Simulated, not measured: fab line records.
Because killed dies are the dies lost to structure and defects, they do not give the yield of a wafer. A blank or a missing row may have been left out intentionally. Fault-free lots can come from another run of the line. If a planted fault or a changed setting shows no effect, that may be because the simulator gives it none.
fab line records    flow gf180mcu
[record] lots = 12  wafers = 36  last_day = 34
route steps=602 shown STI@16 NWELL@52 MVSD@74 POLY_GATE@168
lots that met no fault: from a run of the same line without faults
start_h: hours from the record's opening day to when the first of the lot's shown wafers began    wait_h: hours elapsed since this lot's preceding step    " the same as in the row above    L1.1+2: several wafers, shown together as one row    - either no value or no given start    * or withheld: withheld    < > ~ a bound
route shown NAME@n: NAME is a module with steps in the file, n the number in the route of the first one    usual: mean and standard deviation over wafers with no fault    same: alike in all rows    chamber/n: place in a boat    sites: the reading at each site    _std_site: the values' standard deviation    _edge_site: mean of outer sites minus mean of inner sites    radius_mm: for every site, how far away it sits from the centre of the wafer    mask NAME#n: copy n    behind: the last tool/chamber to shape the wafer    hold: why the lot was held/for how many hours/how that ended    device: whichever transistor did not switch (one of n, p or np)    end of line: tests of these same wafers at the route's end    a step with no rows: only its recipe    killed: not the wafer's yield, but the dies lost to structure and defects at the first sort    map: the dies of a wafer, with x for killed, . for not killed, _ for no die there
set.NAME: setting as actually run; set.NAME@STEP: the setting as run at that earlier step    model.NAME: the simulator's own value behind a step, which no gauge read
steps of the route over a sample of lots; a table a step, a row a wafer
services: from which hour (start_h, from the record's first day; less than 0 if before it) a tool's chamber was out of use, for how many hours, and why
[[steps]]
[step GF_STI_STRIP_15]
[recipe] chemistry = O2/N2  power_w = 1400  pressure_mtorr = 1500  platen_temp_c = 250  o2_flow_sccm = 3000  n2_flow_sccm = 300  overash_fraction = 0.5
[usual] drypump_motor_current_A = 5.74/0.3  heater_power_w = 330/18  oes_product_au = 0.385/0.0049  strip_time_to_endpoint_s = 3.73/0.035
lot.wafer  tool             chamber  start_h  wait_h  drypump_motor_current_A  heater_power_w  oes_product_au  rf_hours_counter_h  strip_time_to_endpoint_s
L658.2     plasma_asher-04  1        31.66    0.0     5.24                     330             0.376           37                  3.73
L658.3     "                1        "        "       5.18                     327             0.388           -                   3.76
L658.4     "                0        "        "       5.95                     340             0.391           -                   3.75
L659.1     plasma_asher-02  1        35.71    0.0     5.53                     335             0.384           23                  3.79
L659.2     "                0        "        "       6.04                     312             0.377           23                  3.74
L659.4     "                1        "        "       5.51                     338             0.396           -                   3.73
L660.1     plasma_asher-04  0        43.04    0.0     5.95                     333             0.388           38                  3.67
L660.4     "                1        "        "       5.20                     332             0.385           -                   3.71
L660.5     "                0        "        "       5.98                     345             0.382           -                   3.70
L661.2     plasma_asher-01  0        46.14    0.0     5.83                     313             0.387           42                  3.75
L661.5     "                0        "        "       5.81                     319             0.387           -                   3.79
L661.6     "                1        "        "       5.90                     350             0.385           -                   3.72
L662.4     plasma_asher-02  1        51.58    0.1     5.53                     337             0.386           -                   3.82
L662.5     "                1        "        "       5.50                     346             0.386           -                   3.80
L662.6     "                0        "        "       6.05                     306             0.385           -                   3.80
L667.2     plasma_asher-04  0        77.44    0.0     5.96                     342             0.384           40                  3.77
L667.3     "                0        "        "       5.97                     342             0.392           -                   3.72
L667.4     "                1        "        "       5.23                     328             0.382           -                   3.72
L668.3     plasma_asher-02  1        82.55    0.1     5.51                     340             0.393           -                   3.72
L668.4     "                0        "        "       6.07                     306             0.380           -                   3.72
L668.6     "                1        "        "       5.53                     341             0.391           -                   3.71
L674.2     plasma_asher-04  0        113.71   0.0     5.95                     323             0.381           44                  3.75
L674.4     "                1        "        "       5.23                     325             0.377           -                   3.71
L674.6     "                1        "        "       5.19                     335             0.385           -                   3.74
L675.1     plasma_asher-04  0        118.54   0.0     5.96                     338             0.383           45                  3.78
L675.5     "                1        "        "       5.23                     319             0.388           -                   3.72
L675.6     "                0        "        "       5.98                     333             0.382           -                   3.79
L677.3     plasma_asher-02  0        128.50   0.1     6.09                     314             0.386           -                   3.78
L677.4     "                1        "        "       5.48                     337             0.379           -                   3.73
L677.6     "                0        "        "       6.06                     317             0.387           -                   3.74
L678.2     plasma_asher-01  1        133.74   0.0     5.92                     366             0.383           2                   3.73
L678.3     "                0        "        "       5.82                     312             0.386           -                   3.69
L678.6     "                0        "        "       5.83                     305             0.377           -                   3.69
L679.1     plasma_asher-02  1        139.04   0.0     5.53                     342             0.386           34                  3.71
L679.2     "                0        "        "       6.06                     311             0.376           34                  3.79
L679.3     "                0        "        "       6.06                     304             0.381           -                   3.72
[step GF_NWELL_STRIP_10]
[recipe] chemistry = O2/N2  power_w = 1400  pressure_mtorr = 1500  platen_temp_c = 250  o2_flow_sccm = 3000  n2_flow_sccm = 300  overash_fraction = 0.5
[usual] drypump_motor_current_A = 5.7/0.42  heater_power_w = 325/16  oes_product_au = 0.722/0.005  strip_time_to_endpoint_s = 36.98/0.13
lot.wafer  tool             chamber  start_h  wait_h  drypump_motor_current_A  heater_power_w  oes_product_au  rf_hours_counter_h  strip_time_to_endpoint_s
L658.2     plasma_asher-03  0        60.18    0.1     5.0                      314             0.720           43                  36.86
L658.3     "                0        "        "       4.9                      321             0.726           -                   36.96
L658.4     "                1        "        "       6.0                      327             0.728           -                   36.91
L659.1     plasma_asher-03  1        65.96    0.1     6.0                      330             0.726           43                  37.10
L659.2     "                0        "        "       4.9                      325             0.717           43                  37.14
L659.4     "                0        "        "       4.9                      311             0.727           -                   37.12
L660.1     plasma_asher-02  0        72.28    0.1     6.1                      307             0.721           27                  37.09
L660.4     "                0        "        "       6.1                      314             0.730           -                   37.08
L660.5     "                1        "        "       5.5                      339             0.715           -                   36.99
L661.2     plasma_asher-01  1        77.18    0.1     5.9                      344             0.728           46                  37.02
L661.5     "                0        "        "       5.8                      309             0.724           -                   36.94
L661.6     "                1        "        "       5.9                      348             0.727           -                   37.02
L662.4     plasma_asher-03  0        83.09    0.1     4.9                      313             0.718           -                   36.91
L662.5     "                0        "        "       4.9                      315             0.726           -                   37.09
L662.6     "                1        "        "       5.9                      333             0.726           -                   37.03
L667.2     plasma_asher-03  1        110.38   0.1     6.0                      325             0.721           47                  37.12
L667.3     "                0        "        "       5.0                      313             0.721           -                   37.11
L667.4     "                1        "        "       6.0                      320             0.719           -                   37.23
L668.3     plasma_asher-03  1        116.26   0.1     6.0                      325             0.722           -                   37.13
L668.4     "                0        "        "       4.9                      315             0.714           -                   37.07
L668.6     "                0        "        "       4.9                      312             0.724           -                   37.05
L674.2     plasma_asher-02  0        148.35   0.1     6.1                      307             0.724           35                  36.83
L674.4     "                1        "        "       5.5                      341             0.728           -                   36.82
L674.6     "                1        "        "       5.5                      339             0.722           -                   36.75
L675.1     plasma_asher-02  0        153.32   0.1     6.1                      305             0.732           36                  36.99
L675.5     "                0        "        "       6.1                      311             0.736           -                   37.05
L675.6     "                1        "        "       5.5                      341             0.717           -                   37.14
L677.3     plasma_asher-03  1        165.81   0.1     6.0                      320             0.726           -                   37.01
L677.4     "                0        "        "       5.0                      322             0.722           -                   36.95
L677.6     "                0        "        "       4.9                      312             0.713           -                   36.91
L678.2     plasma_asher-02  0        169.40   0.1     6.1                      308             0.722           37                  36.77
L678.3     "                0        "        "       6.1                      307             0.726           -                   36.74
L678.6     "                1        "        "       5.5                      342             0.721           -                   36.83
L679.1     plasma_asher-02  0        175.85   0.1     6.1                      310             0.717           38                  36.82
L679.2     "                1        "        "       5.5                      335             0.724           38                  36.81
L679.3     "                0        "        "       6.1                      306             0.722           -                   36.86
[step GF_MVSD_IMPLANT_08]
[recipe] species = P  energy_kev = 400  dose_cm2 = 1.6e+13  tilt_deg = 0
[usual] beam_on_s = 10.01/0.22  faraday_current_uA = 90.2/1.9
lot.wafer  tool          chamber  start_h  wait_h  beam_on_s  faraday_current_uA
L658.2     implanter-04  0        87.25    0.0     10.26      88.1
L658.3     "             0        "        "       9.99       90.4
L658.4     "             0        "        "       9.91       90.9
L659.1     implanter-04  0        93.58    0.0     9.86       91.6
L659.2     "             0        "        "       10.05      89.6
L659.4     "             0        "        "       10.36      86.7
L660.1     implanter-04  0        100.63   0.0     10.41      86.5
L660.4     "             0        "        "       10.27      88.0
L660.5     "             0        "        "       9.69       93.0
L661.2     implanter-04  0        104.88   0.0     9.90       91.5
L661.5     "             0        "        "       9.68       93.1
L661.6     "             0        "        "       9.78       92.2
L662.4     implanter-04  0        111.75   0.1     9.86       91.7
L662.5     "             0        "        "       10.13      89.4
L662.6     "             0        "        "       9.66       93.2
L667.2     implanter-01  0        139.93   0.0     12.50      72.0
L667.3     "             0        "        "       13.26      67.5
L667.4     "             0        "        "       12.54      71.3
L668.3     implanter-01  0        147.07   0.1     12.30      73.5
L668.4     "             0        "        "       12.28      73.1
L668.6     "             0        "        "       12.76      71.0
L674.2     implanter-04  0        180.70   0.0     10.26      88.3
L674.4     "             0        "        "       10.35      86.5
L674.6     "             0        "        "       9.81       91.3
L675.1     implanter-03  0        185.28   0.0     9.81       92.0
L675.5     "             0        "        "       9.90       90.9
L675.6     "             0        "        "       10.11      89.3
L677.3     implanter-04  0        199.75   0.1     9.99       90.3
L677.4     "             0        "        "       10.00      90.2
L677.6     "             0        "        "       10.48      86.4
L678.2     implanter-04  0        203.28   0.0     9.89       91.0
L678.3     "             0        "        "       10.05      89.8
L678.6     "             0        "        "       10.05      90.0
L679.1     implanter-03  0        208.77   0.0     9.50       94.4
L679.2     "             0        "        "       9.97       90.4
L679.3     "             0        "        "       10.13      89.2
[step GF_MVSD_TW_MEAS_11]
[usual] MVSD_TW = 1565/18
lot.wafer  tool           chamber  start_h  wait_h  MVSD_TW
L658.2     film_metro-04  -        87.64    0.1     1541
L658.3     "              -        "        "       1546
L658.4     "              -        "        "       1543
L659.1     film_metro-02  -        93.98    0.1     1582
L659.2     "              -        "        "       1579
L659.4     "              -        "        "       1591
L660.1     film_metro-04  -        101.03   0.1     1558
L660.4     "              -        "        "       1564
L660.5     "              -        "        "       1559
L661.2     film_metro-03  -        105.27   0.1     1583
L661.5     "              -        "        "       1572
L661.6     "              -        "        "       1581
L662.4     film_metro-04  -        112.11   0.1     1570
L662.5     "              -        "        "       1573
L662.6     "              -        "        "       1564
L667.2     film_metro-04  -        140.31   0.1     1670
L667.3     "              -        "        "       1665
L667.4     "              -        "        "       1664
L668.3     film_metro-04  -        147.44   0.1     1680
L668.4     "              -        "        "       1663
L668.6     "              -        "        "       1665
L674.2     film_metro-03  -        181.08   0.1     1552
L674.4     "              -        "        "       1570
L674.6     "              -        "        "       1568
L675.1     film_metro-02  -        185.68   0.1     1593
L675.5     "              -        "        "       1594
L675.6     "              -        "        "       1597
L677.3     film_metro-03  -        200.12   0.1     1577
L677.4     "              -        "        "       1567
L677.6     "              -        "        "       1570
L678.2     film_metro-04  -        203.66   0.1     1534
L678.3     "              -        "        "       1543
L678.6     "              -        "        "       1541
L679.1     film_metro-04  -        209.17   0.1     1541
L679.2     "              -        "        "       1535
L679.3     "              -        "        "       1537
[step GF_VT_IMPLANT_RS_MEAS_46]
[recipe] thk_meas_gauge = four-point-probe
[usual] MVSD_RS = 457.1/1
lot.wafer  tool           chamber  start_h  wait_h  MVSD_RS[ohm/sq]
L658.2     film_metro-03  -        162.26   0.1     456.6
L658.3     "              -        "        "       456.4
L658.4     "              -        "        "       456.5
L659.1     film_metro-04  -        168.08   0.1     457.7
L659.2     "              -        "        "       459.0
L659.4     "              -        "        "       457.1
L660.1     film_metro-02  -        177.39   0.1     457.6
L660.4     "              -        "        "       457.6
L660.5     "              -        "        "       457.9
L661.2     film_metro-03  -        183.46   0.1     457.5
L661.5     "              -        "        "       456.0
L661.6     "              -        "        "       455.3
L662.4     film_metro-04  -        195.97   0.1     455.3
L662.5     "              -        "        "       455.8
L662.6     "              -        "        "       455.1
L667.2     film_metro-04  -        223.71   0.1     404.0
L667.3     "              -        "        "       404.2
L667.4     "              -        "        "       403.9
L668.3     film_metro-03  -        231.42   0.1     404.7
L668.4     "              -        "        "       404.6
L668.6     "              -        "        "       405.6
L674.2     film_metro-04  -        272.20   0.1     457.1
L674.4     "              -        "        "       457.6
L674.6     "              -        "        "       456.6
L675.1     film_metro-02  -        277.53   0.1     456.0
L675.5     "              -        "        "       457.2
L675.6     "              -        "        "       456.2
L677.3     film_metro-04  -        292.57   0.1     455.8
L677.4     "              -        "        "       457.3
L677.6     "              -        "        "       457.1
L678.2     film_metro-02  -        298.36   0.1     455.6
L678.3     "              -        "        "       455.7
L678.6     "              -        "        "       456.4
L679.1     film_metro-03  -        304.03   0.1     458.8
L679.2     "              -        "        "       458.6
L679.3     "              -        "        "       459.5
[step GF_POLY_GATE_OVL_MEAS_11]
[usual] POLY_GATE_OVL = 1/6.4
lot.wafer  tool        chamber  start_h  wait_h  POLY_GATE_OVL[nm]
L658.2     overlay-01  -        201.61   0.1     -5
L658.3     "           -        "        "       -4
L658.4     "           -        "        "       -14
L659.1     overlay-01  -        207.41   0.1     0
L659.2     "           -        "        "       6
L659.4     "           -        "        "       6
L660.1     overlay-01  -        218.29   0.1     -1
L660.4     "           -        "        "       9
L660.5     "           -        "        "       7
L661.2     overlay-02  -        224.16   0.1     6
L661.5     "           -        "        "       1
L661.6     "           -        "        "       4
L662.4     overlay-01  -        236.88   0.1     9
L662.5     "           -        "        "       7
L662.6     "           -        "        "       7
L667.2     overlay-02  -        268.74   0.1     -6
L667.3     "           -        "        "       1
L667.4     "           -        "        "       -1
L668.3     overlay-01  -        274.82   0.1     -10
L668.4     "           -        "        "       -14
L668.6     "           -        "        "       -8
L674.2     overlay-01  -        317.44   0.1     -7
L674.4     "           -        "        "       3
L674.6     "           -        "        "       -3
L675.1     overlay-02  -        324.06   0.1     11
L675.5     "           -        "        "       12
L675.6     "           -        "        "       2
L677.3     overlay-02  -        338.60   0.1     4
L677.4     "           -        "        "       -3
L677.6     "           -        "        "       0
L678.2     overlay-02  -        346.41   0.1     -4
L678.3     "           -        "        "       8
L678.6     "           -        "        "       6
L679.1     overlay-01  -        352.13   0.1     2
L679.2     "           -        "        "       5
L679.3     "           -        "        "       12
[[services]]
tool             chamber  start_h  hours  kind
implanter-01     -        46.47    3.1    repair
implanter-01     -        49.00    5.3    repair
implanter-04     -        49.11    2.1    repair
plasma_asher-04  -        56.72    11.4   repair
plasma_asher-03  -        83.30    5.3    repair
plasma_asher-01  -        108.75   9.0    pm
plasma_asher-01  0        108.75   9.0    vent_cycle
plasma_asher-01  1        108.75   9.0    vent_cycle
plasma_asher-01  0        117.75   -      clean
plasma_asher-01  1        117.75   -      clean
plasma_asher-01  -        133.84   2.8    pm
implanter-01     -        184.96   2.1    repair
plasma_asher-01  -        191.61   14.6   pm
[[key]]
[first_sign] step = GF_MVSD_IMPLANT_08  reading = beam_on_s  direction = up  sigmas = 12  usual = 10.01  struck = 12.61
[effect] step = GF_MVSD_IMPLANT_08  reading = faraday_current_uA  direction = down  sigmas = 9.7  usual = 90.2  struck = 71.4
[effect] step = GF_MVSD_TW_MEAS_11  reading = MVSD_TW  direction = up  sigmas = 5.7  usual = 1565  struck = 1668
[effect] step = GF_VT_IMPLANT_RS_MEAS_46  reading = MVSD_RS  direction = down  sigmas = 52  usual = 457.1  struck = 404.5
met_at GF_MVSD_IMPLANT_08
struck_lots L667,L668
tester_left_out L667,L668
not_acting_at GF_STI_STRIP_15,GF_NWELL_STRIP_10,GF_POLY_GATE_OVL_MEAS_11
[fault] kind = process_parameter_drift  tool = implanter-01  chamber = -  onset_h = 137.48  steps = GF_MVSD_IMPLANT_08  channel = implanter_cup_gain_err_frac  offset = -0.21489  shape = step  end_h = 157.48
// tester_left_out: of these lots the tester's yield and bins aren't shown, on N5 and GAA mostly nor the transistor test; their killed dies are dies lost to structure and defects alone, not to doping, threshold or leakage, so they don't give the yield
